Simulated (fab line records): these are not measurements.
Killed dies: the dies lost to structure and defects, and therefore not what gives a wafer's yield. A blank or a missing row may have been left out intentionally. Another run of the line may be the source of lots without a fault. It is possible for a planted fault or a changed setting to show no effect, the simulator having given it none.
Problem report, 8D (eight disciplines) form, completed by code | flow sky130 | the parts of the form that need people (team, actions taken, sign-off) are left out

1. WHAT WENT WRONG
oes-product-au at SKY_FIELD_ISO_ETCH_17 reads a mean of 0.857 a.u. on 3 wafers of 2 lots; wafers without a fault read 1.000 a.u. with a standard deviation of 0.013. That puts it -11 standard deviations away from the usual mean.
The step: etches Si in HBr/Cl2/O2, target depth 342 nm, time 97.7 s.
First seen on wafer L101.2, day 5 06:35, on rie-si-01. The record holds 18 wafers of 6 lots with a number at this step. Rule for "out" (also "out of limits"): further than 4 standard deviations from the usual mean. The rest of the wafers with a number are treated as sound.

2. WHAT THIS IS AND IS NOT
question                    | is                                 | is not
which readings at this step | oes-product-au, throttle-valve-pct | drypump-motor-current-A
which lots                  | L101, L103                         | L109, L994, L997, L999
which wafers of those lots  | L101.2, L101.5, L103.4             | L101.4, L103.3, L103.6
read on which tools         | rie-si-01                          | rie-si-02
when                        | from day 5 06:35                   | up to then (10 sound wafers); but 5 sound wafers of L103, L109 came after

3. WHAT RULES OUT EACH SUSPECT
Counting: a tool at a process step up to the reading stays a suspect if it ran every lot that is out. Sound lots after the first of them don't rule it out here, since some wafers of a struck lot are sound.
- rie-diel-04 at SKY_FIELD_ISO_ETCH_14 (etches BARC in N2/H2, stops on SiO2, time 45.9 s, target depth 60 nm): kept. It ran every lot that is out, first L101 (day 5 06:23).
- rie-diel-04 at SKY_FIELD_ISO_ETCH_15 (etches the open film in CHF3/O2, stops on Si, target depth 180 nm, time 72 s): kept. It ran every lot that is out, first L101 (day 5 06:25).
- plasma-asher-02 at SKY_FIELD_ISO_STRIP_16 (strips in O2/N2): kept. It ran every lot that is out, first L101 (day 5 06:29).
- rie-si-01 at SKY_FIELD_ISO_ETCH_17 (etches Si in HBr/Cl2/O2, target depth 342 nm, time 97.7 s): kept. Ran every lot that is out, first one L101 (day 5 06:35); last sound lot up to then L999 (day 4 21:29). Out on those wafers are its own readings of oes-product-au, throttle-valve-pct.
- rie-si-01, SKY_FIELD_ISO_ETCH_17: wafers that are out in chamber 2, sound lot-mates in chambers 0, 1.
Left after counting: rie-diel-04 at SKY_FIELD_ISO_ETCH_14, rie-diel-04 at SKY_FIELD_ISO_ETCH_15, plasma-asher-02 at SKY_FIELD_ISO_STRIP_16, rie-si-01 at SKY_FIELD_ISO_ETCH_17.

4. THE CAUSE (what the simulator had put in)
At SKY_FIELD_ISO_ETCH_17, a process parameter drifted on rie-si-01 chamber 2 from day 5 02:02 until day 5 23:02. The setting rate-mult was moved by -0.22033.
Of the 4 suspects that counting leaves, this tool is one.

5. THE CHAIN OF EFFECTS, in route order
Rows list readings where the struck wafers' mean (over those with a number) sits beyond 3 standard deviations from the usual. Scope: only readings with a usual standard deviation given in the record; hours: median across lots of the time from each lot's start at the first step in this table that gives one to its start at this step; sigmas: change in usual standard deviations.
hours | step                  | reading            | usual      | on struck wafers | change | sigmas
0     | SKY_FIELD_ISO_ETCH_17 | oes-product-au     | 1.000 a.u. | 0.857            | -0.143 | -11
0     | SKY_FIELD_ISO_ETCH_17 | throttle-valve-pct | 25.656 %   | 25.745           | +0.089 | +7.4
The process steps in it:
- SKY_FIELD_ISO_ETCH_17: etches Si in HBr/Cl2/O2, target depth 342 nm, time 97.7 s.
At these later measuring or inspecting steps, every struck wafer for which the step has a row has a number for every such reading, and none has moved that far: SKY_FIELD_ISO_THK_MEAS_23, SKY_FIELD_ISO_THK_MEAS_25.

6. WHAT WOULD HAVE CAUGHT IT SOONER
First out-of-limits reading in this record: day 5 06:35, which is 5 hours after fault onset at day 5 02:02.
